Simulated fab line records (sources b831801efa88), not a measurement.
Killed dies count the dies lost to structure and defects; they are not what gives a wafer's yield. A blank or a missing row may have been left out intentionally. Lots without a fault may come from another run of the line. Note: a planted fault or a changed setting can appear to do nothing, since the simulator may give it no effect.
Matching of chambers -- flow gf180mcu -- GF_PASSIVATION_CVD_00 on pecvd-01 has 3 sister chambers
The step deposits SiO2 from TEOS, target thk 1000 nm, time 111.95 s. 3 wafers are shown with their chamber, then 8 later ones without.

EACH WAFER AND ITS CHAMBER
wafer,chamber,heater power w (W)
L850.2,0,591
L850.6,2,715
L854.2,1,839

WAFERS WITH NO CHAMBER GIVEN
wafer,heater power w (W)
L854.3,874
L854.5,595
L864.3,731
L864.5,662
L864.6,601
L866.4,733
L866.5,827
L866.6,529

CHAMBER TAKEN BY EACH
wafer,from the rows above,in truth
L854.3,1,1
L854.5,0,0
L864.3,2,2
L864.5,can't be placed: 2 or 0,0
L864.6,0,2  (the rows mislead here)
L866.4,2,2
L866.5,1,1
L866.6,0,0
Correctly placed: 6 of 8. Can't be placed from these rows: 1 (the true chamber is among the candidates in 1). Placed wrongly: 1.
How it was worked out, from the rows above alone: a wafer's distance from a chamber is the root of the sum, over the readings, of the square of ((its reading less the chamber's mean) divided by the reading's scatter). The wafer belongs to the nearest chamber; if the next one is less than 2 further off, it can't be placed. For every chamber, the mean is computed from those of its wafers that are shown. The scatter: root of mean squared gap, hidden wafer to nearest shown wafer, with one shown wafer a chamber.
